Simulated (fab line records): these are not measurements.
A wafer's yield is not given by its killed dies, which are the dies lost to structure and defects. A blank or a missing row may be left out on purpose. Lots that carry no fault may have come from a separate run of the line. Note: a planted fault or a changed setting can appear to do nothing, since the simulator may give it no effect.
What tool caused it? :: flow sky130 :: 18 wafers sampled from 6 lots at 1 step of a route of 708

== WHAT THE GAUGES READ, wafer by wafer ==
SKY_VT_ADJUST_HVTR_CD_MEAS_07: target cd 380 nm.
lot: L959
measured: day 10 02:35
on: cd-sem-02
cd-nm (nm): 381.4 378.1 375.2

lot: L963
measured: day 11 03:22
on: cd-sem-01
cd-nm (nm): 378.6 380.5 380.0

lot: L965
measured: day 11 19:59
on: cd-sem-02
cd-nm (nm): 381.2 382.3 383.3

lot: L968
measured: day 13 01:13
on: cd-sem-01
cd-nm (nm): 382.3 382.0 381.6

lot: L976
measured: day 15 02:59
on: cd-sem-01
cd-nm (nm): 377.8 378.3 379.0

lot: L980
measured: day 16 13:56
on: cd-sem-01
cd-nm (nm): 373.8 374.1 375.7

== TOOL THAT RAN EACH LOT (tool first, then ch and the chambers of the sampled wafers, then the start) ==
The record shows no process step preceding these readings.

== THE ANSWER, worked out from the rows above alone ==
Rule: usual is defined by the lots themselves. Put in order of their means at a reading, lots are off if they are a third of the lots or fewer, leave a main group of 4 or more, and stand apart from it by a gap of 3 or more times the standard deviation of the main group's means; of several such gaps the widest counts. The tables above print the reading to a certain number of digits; a main group whose means all agree to those digits is not used. A lot without any number at a reading at which 4 lots or more have one is off too. All remaining lots with rows at the step are treated as sound.
No lot is off at any reading shown: from this, nothing can be told.

== WHAT WAS PUT IN BY THE SIMULATOR ==
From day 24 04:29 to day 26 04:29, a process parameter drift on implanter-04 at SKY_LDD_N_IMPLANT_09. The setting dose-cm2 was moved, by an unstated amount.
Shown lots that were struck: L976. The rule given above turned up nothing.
